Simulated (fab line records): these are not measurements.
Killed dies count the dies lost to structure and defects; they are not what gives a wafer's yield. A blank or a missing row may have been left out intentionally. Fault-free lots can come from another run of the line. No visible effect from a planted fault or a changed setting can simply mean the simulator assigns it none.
Comparing a struck lot with a sound one	flow sky130	16 steps out of a route of 708
Sound: these wafers, L444.2, L444.3, L444.4. Struck: wafer L448.1 (left out: L448.2, a lot-mate that was not struck); the cause follows at the end.
Per side, at each step with rows, come the tool, then ch with its chambers, and then its first start. Under that, the readings that differ: sound wafers	struck wafers	difference of the means	sigmas: that difference in standard deviations of wafers without a fault.
alike: same words and numbers on both sides, and readings whose means sit less than 2 such deviations apart. not compared: any withheld reading, any reading some wafer has no value for, any bound like >300 that may hide the same value, and any number with overlapping values for which the record gives no deviation.
Wherever a step has rows on one side only, a row that says differs or no value, or a row with sigmas, the two part there. When numbers do not overlap yet have no deviation, they are printed without sigmas and do not part them. Lack of a reading on every wafer of one side parts them only where that side has two or more wafers.

first, 7 steps without rows for these wafers: SKY_METAL4_HMDS_06 (prime time 60 s); SKY_METAL4_COAT_07 (resist thk 60 nm); SKY_METAL4_COAT_08 (resist thk 1140 nm); SKY_METAL4_SOFTBAKE_09 (time 90 s); SKY_METAL4_EXPOSE_10 (exposes mask MM4, target cd 300 nm); SKY_METAL4_PEB_11; SKY_METAL4_DEVELOP_12 (develop time 60 s).
SKY_METAL4_CD_MEAS_13: target cd 300 nm.
  sound on cdSem-02, day 43 17:41; struck on cdSem-01, day 45 05:37
  alike: cdNm
SKY_METAL4_OVL_MEAS_14:
  sound on overlay-02, day 43 17:47; struck on overlay-02, day 45 05:44
  alike: METAL4_OVL
SKY_METAL4_DESCUM_15: chemistry O2, time 8 s.
  sound on rieMetal-02 ch 0,1, day 43 17:49; struck on rieMetal-01 ch 0, day 45 05:47
  alike: drypumpMotorCurrentA, heBacksideLeakSccm, oesProductAu
  not compared: rfHoursCounterH
SKY_METAL4_ETCH_16: etches BARC in N2/H2, stops on SiO2, time 88.2 s, target depth 60 nm.
  sound on rieMetal-02 ch 0,1, day 43 17:51; struck on rieMetal-01 ch 0, day 45 05:49
  alike: drypumpMotorCurrentA, heBacksideLeakSccm, oesProductAu, throttleValvePct
  not compared: rfHoursCounterH
SKY_METAL4_ETCH_17: etches SiO2 in C4F8/O2/Ar, stops on TiN, time 3.9 s, target depth 15 nm.
  sound on rieDiel-01 ch 0,2,3, day 43 17:57; struck on rieDiel-04 ch 0, day 45 05:55
  alike: oesProductAu
  not compared: rfHoursCounterH
SKY_METAL4_METAL_ETCH_18: etches the open film in Cl2/BCl3, stops on SiO2, target depth 845 nm, time 183.1 s.
  sound on rieMetal-03 ch 0,1, day 43 17:58; struck on rieMetal-03 ch 0, day 45 05:56
reading	sound	struck	difference	sigmas
oesProductAu (a.u.)	0.871 0.877 0.870	0.834	-0.039	-6
overEtchFrac	0.3 0.3 0.3	0.36119	+0.06119	
model.KrF-thick_of_METAL4_COAT_08.thkNm (nm)	535.6 531.5 529.6	491.5	-40.7	
  alike: drypumpMotorCurrentA, heBacksideLeakSccm, throttleValvePct
  not compared: rfHoursCounterH
SKY_METAL4_STRIP_19: strips in O2/N2.
  sound on plasmaAsher-04 ch 0,1, day 43 18:09; struck on plasmaAsher-03 ch 0, day 45 06:06
reading	sound	struck	difference	sigmas
oesProductAu (a.u.)	0.514 0.506 0.503	0.480	-0.028	-5
stripTimeToEndpointS (s)	6.61 6.59 6.55	6.17	-0.41	-6
  alike: drypumpMotorCurrentA
  not compared: rfHoursCounterH
then, 1 step without rows for these wafers: SKY_METAL4_STRIP_20 (strips in post etch residue remover, time 1200 s).
SKY_PAD_OPEN_PROBE_99:
  the record holds rows for the sound wafers here (prober-02, day 47 12:31) but none for the struck ones

## WHERE THEY PART
Earliest at SKY_METAL4_METAL_ETCH_18; latest, in this record, at SKY_PAD_OPEN_PROBE_99.

WHY: what the simulator had put in
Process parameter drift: rieMetal-03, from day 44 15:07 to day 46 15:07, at SKY_METAL4_METAL_ETCH_18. Setting overEtchFrac shifted by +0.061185 from 0.3. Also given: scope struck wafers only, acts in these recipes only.
